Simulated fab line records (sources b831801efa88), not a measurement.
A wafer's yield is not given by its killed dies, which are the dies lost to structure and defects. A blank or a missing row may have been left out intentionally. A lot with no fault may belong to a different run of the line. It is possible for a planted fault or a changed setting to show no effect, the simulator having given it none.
One fault through the eyes of 2 desks    flow gf180mcu    numbers are kept per desk, each desk with only its own; the story behind them comes last

AT THE METROLOGY DESK
What the gauges read, lot by lot, whatever tool the lot ran on: means of the sampled wafers that have a number. If a lot's mean is further than 4 standard deviations from the usual mean, the lot is out of limits and carries the mark OUT (the distance appears in the brackets).
Columns: A = M2_ALCU_THK at GF_M2_THK_MEAS_06, usual 448 nm; B = M2_OVL at GF_M2_OVL_MEAS_15, usual 4 nm; C = cd_nm at GF_V2_CD_MEAS_14, usual 260.3 nm
lot   first seen here  A    B   C
L406  day 18 06:27     443  6   259.1
L408  day 18 18:16     450  -4  259.0
L409  day 19 00:09     441  5   259.2
L410  day 19 06:59     449  9   264.2
L413  day 21 05:43     442  5   259.1
L414  day 21 08:38     451  8   258.0
L422  day 23 18:28     442  7   241.2 (-12) OUT
L423  day 24 04:08     448  -2  240.9 (-12) OUT
L426  day 25 13:30     442  5   258.8
L428  day 25 23:04     450  1   259.3
L427  day 26 00:31     452  -0  258.8
L429  day 26 19:43     441  7   262.3
This desk finds L422, L423 out of limits, L422 being first, at day 25 13:59 (cd_nm at GF_V2_CD_MEAS_14). In limits: L406, L408, L409, L410, L413, L414, L426, L428, L427, L429.

FOR THE TOOL OWNER'S DESK: krf_scanner-01
The tool's own readings at GF_V2_EXPOSE_11 (exposes mask Via2, target cd 260 nm): means of the sampled wafers that have a number, for each lot that ran on this tool. If a lot's mean is further than 4 standard deviations from the usual mean, the lot is out of limits and carries the mark OUT (the distance appears in the brackets).
Columns: A = exposure_dose_mJ_cm2 at GF_V2_EXPOSE_11, usual 37.90
lot   first seen here  A
L406  day 19 20:13     37.95
L408  day 20 07:56     37.97
L410  day 20 20:25     37.97
L414  day 22 20:49     38.00
L422  day 25 03:54     33.48 (-44) OUT
L423  day 25 13:44     33.47 (-44) OUT
This desk finds L422, L423 out of limits, L422 being first, at day 25 03:54 (exposure_dose_mJ_cm2 at GF_V2_EXPOSE_11). In limits: L406, L408, L410, L414.

ALL TOGETHER
An alarm could have come from the tool owner's desk at day 25 03:54, on L422, L423.
An alarm was possible from the metrology desk at day 25 13:59, on L422, L423.
The lots listed all ran GF_V2_EXPOSE_11 on krf_scanner-01.

WHAT HAD BEEN PUT IN BY THE SIMULATOR
Process parameters drifting: krf_scanner-01 at GF_V2_EXPOSE_11, beginning at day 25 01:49. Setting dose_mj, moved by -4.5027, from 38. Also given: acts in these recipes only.
Shown lots that were struck: L422, L423.
Delay (hours) between the fault's onset and each desk's first out-of-limits reading: 2 at the tool owner's desk, 12 at the metrology desk.
